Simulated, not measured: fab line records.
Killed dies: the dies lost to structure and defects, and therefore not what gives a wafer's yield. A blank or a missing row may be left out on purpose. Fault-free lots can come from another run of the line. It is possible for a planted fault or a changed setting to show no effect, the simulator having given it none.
Chamber matching / flow gf180mcu / rie-diel-02 running GF_PASSIVATION_ETCH_11: 4 sister chambers
The step etches the open film in CF4/O2, stops on TiN, target depth 1800 nm, time 400 s. 24 wafers are shown with their chamber, then 12 later ones without.

## EACH WAFER AND ITS CHAMBER
wafer=L075.1; chamber=3; drypump-motor-current-A (A)=5.9; throttle-valve-pct (%)=5.967; oes-product-au (a.u.)=0.960
wafer=L075.2; chamber=1; drypump-motor-current-A (A)=5.7; throttle-valve-pct (%)=5.946; oes-product-au (a.u.)=0.956
wafer=L075.3; chamber=0; drypump-motor-current-A (A)=6.1; throttle-valve-pct (%)=5.957; oes-product-au (a.u.)=0.967
wafer=L077.1; chamber=3; drypump-motor-current-A (A)=5.9; throttle-valve-pct (%)=5.964; oes-product-au (a.u.)=0.975
wafer=L077.2; chamber=2; drypump-motor-current-A (A)=5.9; throttle-valve-pct (%)=5.966; oes-product-au (a.u.)=0.958
wafer=L077.3; chamber=0; drypump-motor-current-A (A)=6.1; throttle-valve-pct (%)=5.955; oes-product-au (a.u.)=0.943
wafer=L077.4; chamber=1; drypump-motor-current-A (A)=5.8; throttle-valve-pct (%)=5.952; oes-product-au (a.u.)=0.966
wafer=L077.5; chamber=0; drypump-motor-current-A (A)=6.1; throttle-valve-pct (%)=5.953; oes-product-au (a.u.)=0.966
wafer=L077.6; chamber=3; drypump-motor-current-A (A)=5.9; throttle-valve-pct (%)=5.959; oes-product-au (a.u.)=0.967
wafer=L081.1; chamber=3; drypump-motor-current-A (A)=5.9; throttle-valve-pct (%)=5.964; oes-product-au (a.u.)=0.957
wafer=L081.2; chamber=1; drypump-motor-current-A (A)=5.7; throttle-valve-pct (%)=5.960; oes-product-au (a.u.)=0.958
wafer=L081.3; chamber=0; drypump-motor-current-A (A)=6.1; throttle-valve-pct (%)=5.956; oes-product-au (a.u.)=0.953
wafer=L081.4; chamber=2; drypump-motor-current-A (A)=5.9; throttle-valve-pct (%)=5.949; oes-product-au (a.u.)=0.965
wafer=L081.5; chamber=1; drypump-motor-current-A (A)=5.8; throttle-valve-pct (%)=5.979; oes-product-au (a.u.)=0.956
wafer=L081.6; chamber=2; drypump-motor-current-A (A)=5.9; throttle-valve-pct (%)=5.962; oes-product-au (a.u.)=0.956
wafer=L083.1; chamber=2; drypump-motor-current-A (A)=5.9; throttle-valve-pct (%)=5.962; oes-product-au (a.u.)=0.959
wafer=L083.2; chamber=1; drypump-motor-current-A (A)=5.8; throttle-valve-pct (%)=5.959; oes-product-au (a.u.)=0.953
wafer=L083.5; chamber=0; drypump-motor-current-A (A)=6.1; throttle-valve-pct (%)=5.962; oes-product-au (a.u.)=0.967
wafer=L084.3; chamber=0; drypump-motor-current-A (A)=6.1; throttle-valve-pct (%)=5.945; oes-product-au (a.u.)=0.948
wafer=L084.5; chamber=1; drypump-motor-current-A (A)=5.7; throttle-valve-pct (%)=5.965; oes-product-au (a.u.)=0.965
wafer=L084.6; chamber=0; drypump-motor-current-A (A)=6.1; throttle-valve-pct (%)=5.959; oes-product-au (a.u.)=0.965
wafer=L085.1; chamber=3; drypump-motor-current-A (A)=5.9; throttle-valve-pct (%)=5.958; oes-product-au (a.u.)=0.960
wafer=L085.2; chamber=2; drypump-motor-current-A (A)=5.9; throttle-valve-pct (%)=5.968; oes-product-au (a.u.)=0.950
wafer=L085.3; chamber=0; drypump-motor-current-A (A)=6.1; throttle-valve-pct (%)=5.959; oes-product-au (a.u.)=0.953

SIGNATURES (means of the wafers above)
reading=drypump-motor-current-A; chamber 0=6.100; chamber 1=5.750; chamber 2=5.900; chamber 3=5.900; scatter within a chamber=0.0274
reading=throttle-valve-pct; chamber 0=5.95575; chamber 1=5.96017; chamber 2=5.96140; chamber 3=5.96240; scatter within a chamber=0.00745
reading=oes-product-au; chamber 0=0.95775; chamber 1=0.95900; chamber 2=0.95760; chamber 3=0.96380; scatter within a chamber=0.00747
Rule: distance of a wafer from a chamber = root of the sum over the readings of ((wafer's reading minus chamber's mean) / reading's scatter) squared. The wafer belongs to the nearest chamber; if the next one is less than 2 further off, it can't be placed. How the scatter is found: for the shown wafers, subtract from each reading the mean of its chamber, square and add these, divide the total by (wafers less chambers), then take the root.

## WAFERS WITH NO CHAMBER GIVEN
wafer=L085.4; drypump-motor-current-A (A)=5.7; throttle-valve-pct (%)=5.954; oes-product-au (a.u.)=0.966
wafer=L085.5; drypump-motor-current-A (A)=5.9; throttle-valve-pct (%)=5.948; oes-product-au (a.u.)=0.962
wafer=L085.6; drypump-motor-current-A (A)=6.1; throttle-valve-pct (%)=5.963; oes-product-au (a.u.)=0.949
wafer=L090.1; drypump-motor-current-A (A)=5.9; throttle-valve-pct (%)=5.965; oes-product-au (a.u.)=0.965
wafer=L090.2; drypump-motor-current-A (A)=5.9; throttle-valve-pct (%)=5.954; oes-product-au (a.u.)=0.962
wafer=L090.6; drypump-motor-current-A (A)=6.1; throttle-valve-pct (%)=5.964; oes-product-au (a.u.)=0.972
wafer=L096.1; drypump-motor-current-A (A)=5.9; throttle-valve-pct (%)=5.958; oes-product-au (a.u.)=0.959
wafer=L096.3; drypump-motor-current-A (A)=5.7; throttle-valve-pct (%)=5.946; oes-product-au (a.u.)=0.949
wafer=L096.5; drypump-motor-current-A (A)=5.9; throttle-valve-pct (%)=5.947; oes-product-au (a.u.)=0.969
wafer=L097.2; drypump-motor-current-A (A)=5.9; throttle-valve-pct (%)=5.963; oes-product-au (a.u.)=0.953
wafer=L097.4; drypump-motor-current-A (A)=6.1; throttle-valve-pct (%)=5.953; oes-product-au (a.u.)=0.957
wafer=L097.5; drypump-motor-current-A (A)=5.9; throttle-valve-pct (%)=5.959; oes-product-au (a.u.)=0.952

## CHAMBER TAKEN BY EACH
wafer=L085.4; from the rows above=1; in truth=1
wafer=L085.5; from the rows above=can't be placed: 2 or 3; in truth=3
wafer=L085.6; from the rows above=0; in truth=0
wafer=L090.1; from the rows above=can't be placed: 3 or 2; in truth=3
wafer=L090.2; from the rows above=can't be placed: 3 or 2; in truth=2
wafer=L090.6; from the rows above=0; in truth=0
wafer=L096.1; from the rows above=can't be placed: 2 or 3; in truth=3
wafer=L096.3; from the rows above=1; in truth=1
wafer=L096.5; from the rows above=can't be placed: 3 or 2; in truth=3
wafer=L097.2; from the rows above=can't be placed: 2 or 3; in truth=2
wafer=L097.4; from the rows above=0; in truth=0
wafer=L097.5; from the rows above=can't be placed: 2 or 3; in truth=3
Placed correctly: 5 of 12. Unplaceable from these rows: 7, with the true chamber sitting among the candidates in 7. Wrongly placed: 0.
